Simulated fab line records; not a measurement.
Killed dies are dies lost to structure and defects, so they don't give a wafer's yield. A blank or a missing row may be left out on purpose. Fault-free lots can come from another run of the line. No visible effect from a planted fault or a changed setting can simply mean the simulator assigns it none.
Which tool was responsible?	flow sky130	72 wafers from 24 lots sampled at 6 of the route's 708 steps

## WHAT THE GAUGES READ, wafer by wafer
SKY_SD_N_RS_MEAS_17: uses a four-point probe to measure.
lot	measured	on	SD_P_RS (ohm/sq)
L074	day 28 04:10	film-metro-01	147.5 147.5 147.0
L075	day 28 07:38	film-metro-02	146.7 146.8 146.6
L076	day 28 11:49	film-metro-02	146.3 146.3 147.1
L078	day 28 14:16	film-metro-01	147.6 147.9 147.5
L077	day 29 02:38	film-metro-01	147.7 147.7 147.8
L079	day 29 06:34	film-metro-03	146.5 146.8 146.6
L080	day 29 16:22	film-metro-01	147.2 146.9 147.1
L081	day 30 12:45	film-metro-01	147.4 148.2 147.6
L082	day 30 14:14	film-metro-01	147.1 147.0 147.5
L083	day 30 17:15	film-metro-03	147.0 146.7 146.8
L084	day 31 01:59	film-metro-03	147.0 146.4 146.0
L085	day 31 09:07	film-metro-01	147.9 147.6 147.7
L086	day 31 15:58	film-metro-01	147.6 147.3 147.5
L087	day 32 01:17	film-metro-02	146.6 147.0 146.8
L088	day 32 14:35	film-metro-03	146.8 146.9 147.1
L089	day 32 20:18	film-metro-03	147.2 147.0 147.2
L090	day 33 04:26	film-metro-03	147.4 147.0 147.2
L091	day 33 15:21	film-metro-02	147.2 147.4 147.2
L092	day 33 16:55	film-metro-01	147.8 147.5 147.2
L093	day 34 02:08	film-metro-01	147.2 147.4 147.4
L094	day 34 04:41	film-metro-02	146.6 146.8 147.2
L095	day 34 16:11	film-metro-01	147.3 147.6 147.1
L096	day 34 23:05	film-metro-03	147.1 147.3 146.9
L097	day 35 16:07	film-metro-01	147.2 147.2 147.1

SKY_LOCAL_INTERCONNECT_CD_MEAS_11: target cd 170 nm.
lot	measured	on	cd-nm (nm)
L074	day 30 14:15	cd-sem-02	168.4 168.9 168.3
L075	day 30 18:01	cd-sem-01	168.7 168.7 168.3
L076	day 30 21:28	cd-sem-02	173.6 172.1 171.5
L078	day 30 23:22	cd-sem-02	169.1 170.1 170.1
L077	day 31 12:42	cd-sem-01	168.1 167.5 167.1
L079	day 31 16:18	cd-sem-01	171.8 171.8 171.3
L080	day 32 01:19	cd-sem-01	169.5 168.4 168.7
L081	day 32 21:52	cd-sem-01	167.7 169.5 168.1
L082	day 32 22:34	cd-sem-01	171.5 172.3 171.8
L083	day 33 01:49	cd-sem-02	171.1 170.8 169.1
L084	day 33 09:33	cd-sem-01	168.8 169.5 169.1
L085	day 33 16:34	cd-sem-01	170.7 169.2 169.8
L086	day 33 23:06	cd-sem-02	169.6 170.6 169.7
L087	day 34 09:03	cd-sem-02	173.5 171.8 170.6
L088	day 34 21:02	cd-sem-02	168.0 166.4 167.3
L089	day 35 02:32	cd-sem-02	167.5 169.0 169.9
L090	day 35 11:05	cd-sem-01	168.1 167.4 167.4
L091	day 35 21:31	cd-sem-01	167.6 167.3 167.6
L092	day 35 22:46	cd-sem-02	168.7 170.9 170.6
L093	day 36 08:37	cd-sem-01	167.8 168.4 167.9
L094	day 36 11:19	cd-sem-01	169.0 169.2 169.6
L095	day 36 22:19	cd-sem-01	169.6 169.2 170.6
L096	day 37 05:20	cd-sem-01	172.3 170.5 171.4
L097	day 37 21:16	cd-sem-01	168.6 169.9 169.3

SKY_CONTACT_THK_MEAS_01.
lot	measured	on	CONTACT_CVD_00_THK (nm)
L074	day 30 15:10	film-metro-03	74.1 74.8 75.9
L075	day 30 18:55	film-metro-01	74.1 75.5 75.4
L076	day 30 22:22	film-metro-04	72.7 72.7 73.9
L078	day 31 00:23	film-metro-01	73.7 74.1 74.1
L077	day 31 13:39	film-metro-03	72.3 74.2 74.4
L079	day 31 17:12	film-metro-04	74.0 73.1 73.7
L080	day 32 02:16	film-metro-04	73.8 74.7 75.7
L081	day 32 22:47	film-metro-03	74.4 74.8 77.0
L082	day 32 23:26	film-metro-03	76.6 74.4 76.5
L083	day 33 03:19	film-metro-04	73.9 73.5 74.9
L084	day 33 10:29	film-metro-01	74.8 75.3 74.3
L085	day 33 17:36	film-metro-01	73.7 74.8 74.9
L086	day 34 00:08	film-metro-03	73.5 74.5 75.7
L087	day 34 09:58	film-metro-01	72.9 75.0 74.1
L088	day 34 22:02	film-metro-03	74.0 74.5 76.2
L089	day 35 03:26	film-metro-04	74.2 73.2 74.4
L090	day 35 12:01	film-metro-03	77.0 75.6 76.8
L091	day 35 22:26	film-metro-04	73.2 74.5 75.7
L092	day 35 23:42	film-metro-03	73.6 73.9 74.3
L093	day 36 09:32	film-metro-01	75.2 75.8 75.9
L094	day 36 12:13	film-metro-03	73.0 74.7 73.8
L095	day 36 23:17	film-metro-03	74.3 75.8 76.7
L096	day 37 06:14	film-metro-01	74.8 75.0 75.8
L097	day 37 22:08	film-metro-04	73.2 75.5 75.1

SKY_PASSIVATION_THK_MEAS_03.
lot	measured	on	PASSIVATION_CVD_02_THK (nm)
L074	day 43 23:32	film-metro-03	535 533 545
L075	day 44 01:14	film-metro-01	544 543 549
L076	day 44 06:11	film-metro-01	542 534 539
L078	day 44 06:48	film-metro-02	533 542 539
L077	day 44 17:35	film-metro-03	539 546 551
L079	day 44 20:14	film-metro-01	535 545 539
L080	day 45 03:53	film-metro-02	547 545 537
L081	day 45 19:52	film-metro-02	538 548 551
L082	day 45 20:38	film-metro-02	550 546 549
L083	day 45 21:45	film-metro-01	539 530 551
L084	day 46 06:53	film-metro-02	537 543 543
L085	day 46 09:52	film-metro-02	532 534 542
L086	day 46 16:13	film-metro-02	535 538 545
L087	day 47 01:24	film-metro-02	528 536 544
L088	day 47 10:13	film-metro-02	538 542 554
L089	day 47 11:38	film-metro-02	527 539 541
L090	day 48 07:27	film-metro-03	547 544 544
L091	day 48 05:47	film-metro-02	523 533 544
L092	day 48 07:14	film-metro-01	544 540 545
L093	day 48 09:23	film-metro-01	541 552 548
L094	day 48 12:38	film-metro-02	533 531 537
L095	day 48 21:14	film-metro-03	533 546 542
L096	day 49 02:38	film-metro-01	535 542 545
L097	day 49 14:23	film-metro-03	524 538 538

## TOOL THAT RAN EACH LOT (tool first, then ch and the chambers of the sampled wafers, then the start)
lot	SKY_VIA1_ETCH_15	SKY_METAL2_SPUTTER_04
L074	rie-diel-04 ch 0,1, day 34 02:57	pvd-sputter-04, day 34 04:19
L075	rie-diel-04 ch 1,2,3, day 34 07:43	pvd-sputter-01, day 34 09:04
L076	rie-diel-04 ch 2,3, day 34 11:00	pvd-sputter-02, day 34 12:22
L078	rie-diel-04 ch 0,2, day 34 12:37	pvd-sputter-01, day 34 13:58
L077	rie-diel-03 ch 0,2, day 35 00:31	pvd-sputter-02, day 35 01:52
L079	rie-diel-03 ch 0,2,3, day 35 05:04	pvd-sputter-01, day 35 06:26
L080	rie-diel-02 ch 0,2, day 35 13:37	pvd-sputter-02, day 35 14:58
L081	rie-diel-04 ch 1,2,3, day 36 09:22	pvd-sputter-02, day 36 10:43
L082	rie-diel-02 ch 1,2,3, day 36 10:00	pvd-sputter-04, day 36 11:22
L083	rie-diel-03 ch 0,2,3, day 36 13:16	pvd-sputter-01, day 36 14:37
L084	rie-diel-03 ch 1,2, day 36 20:25	pvd-sputter-02, day 36 21:50
L085	rie-diel-02 ch 0,2,3, day 37 03:55	pvd-sputter-01, day 37 05:33
L086	rie-diel-03 ch 0,3, day 37 08:58	pvd-sputter-01, day 37 10:19
L087	rie-diel-04 ch 0,2,3, day 37 20:37	pvd-sputter-02, day 37 21:59
L088	rie-diel-02 ch 0,1,3, day 38 06:52	pvd-sputter-01, day 38 08:35
L089	rie-diel-04 ch 0,1, day 38 11:49	pvd-sputter-01, day 38 13:11
L090	rie-diel-02 ch 0,1,3, day 38 21:25	pvd-sputter-02, day 38 23:01
L091	rie-diel-03 ch 0,2,3, day 39 08:28	pvd-sputter-02, day 39 09:55
L092	rie-diel-02 ch 0,1,3, day 39 08:49	pvd-sputter-02, day 39 10:12
L093	rie-diel-04 ch 2,3, day 39 16:36	pvd-sputter-01, day 39 17:58
L094	rie-diel-03 ch 0,1,2, day 39 19:33	pvd-sputter-01, day 39 20:58
L095	rie-diel-04 ch 2,3, day 40 05:30	pvd-sputter-02, day 40 06:54
L096	rie-diel-04 ch 0,2, day 40 12:10	pvd-sputter-02, day 40 13:32
L097	rie-diel-03 ch 1,2,3, day 41 03:34	pvd-sputter-01, day 41 04:56
- SKY_VIA1_ETCH_15: etches SiO2 in C4F8/O2/Ar, stops on TiN, target depth 351 nm, time 54 s.
- SKY_METAL2_SPUTTER_04: material TiN, target thk 70 nm, time 58.3 s.

## WHAT THE TOOLS THEMSELVES READ (means of the sampled wafers that have a number; where no wafer has one, the mark that the record gives instead)
SKY_VIA1_ETCH_15.
lot	tool	oes-product-au (a.u.)
L074	rie-diel-04	0.985
L075	rie-diel-04	0.982
L076	rie-diel-04	0.973
L078	rie-diel-04	0.977
L077	rie-diel-03	0.987
L079	rie-diel-03	0.981
L080	rie-diel-02	0.982
L081	rie-diel-04	0.985
L082	rie-diel-02	0.984
L083	rie-diel-03	0.983
L084	rie-diel-03	0.985
L085	rie-diel-02	0.982
L086	rie-diel-03	0.986
L087	rie-diel-04	0.985
L088	rie-diel-02	0.983
L089	rie-diel-04	0.979
L090	rie-diel-02	0.983
L091	rie-diel-03	0.981
L092	rie-diel-02	0.982
L093	rie-diel-04	0.978
L094	rie-diel-03	0.989
L095	rie-diel-04	0.972
L096	rie-diel-04	0.978
L097	rie-diel-03	0.980

SKY_METAL2_SPUTTER_04.
lot	tool	cathode-dc-power-W (W)	throttle-valve-pct (%)
L074	pvd-sputter-04	6500.2	30.3
L075	pvd-sputter-01	6500.5	31.4
L076	pvd-sputter-02	6499.2	29.1
L078	pvd-sputter-01	6499.5	31.7
L077	pvd-sputter-02	6500.2	30.3
L079	pvd-sputter-01	6500.6	30.5
L080	pvd-sputter-02	6500.0	31.2
L081	pvd-sputter-02	6499.7	29.0
L082	pvd-sputter-04	6499.3	30.0
L083	pvd-sputter-01	6498.9	30.6
L084	pvd-sputter-02	6499.6	28.8
L085	pvd-sputter-01	6500.9	30.5
L086	pvd-sputter-01	6499.4	30.7
L087	pvd-sputter-02	6501.0	28.8
L088	pvd-sputter-01	6500.5	31.2
L089	pvd-sputter-01	6499.8	30.6
L090	pvd-sputter-02	6499.8	29.8
L091	pvd-sputter-02	6499.7	31.5
L092	pvd-sputter-02	6500.4	29.3
L093	pvd-sputter-01	6499.1	31.7
L094	pvd-sputter-01	6499.5	31.5
L095	pvd-sputter-02	6500.0	30.1
L096	pvd-sputter-02	6500.5	30.3
L097	pvd-sputter-01	6499.9	31.6

## THE ANSWER, worked out from the rows above alone
Rule: the usual values come from the lots themselves. Put in order of their means at a reading, lots are off if they are a third of the lots or fewer, leave a main group of 4 or more, and stand apart from it by a gap of 3 or more times the standard deviation of the main group's means; of several such gaps the widest counts. A main group whose means are all the same, to the digits that the tables above print for the reading, isn't used. A lot without any number at a reading at which 4 lots or more have one is off too. All remaining lots with rows at the step are treated as sound. After the gauges, taken in route order, come the tools' own readings; for these a lot's mean is taken, as printed above. The first step at which some lot is off is used, and at that step the reading that is off furthest; a lot without a number counts as furthest.
Nothing can be told from this: no lot is off at any reading shown.

## WHAT THE SIMULATOR HAD INSERTED
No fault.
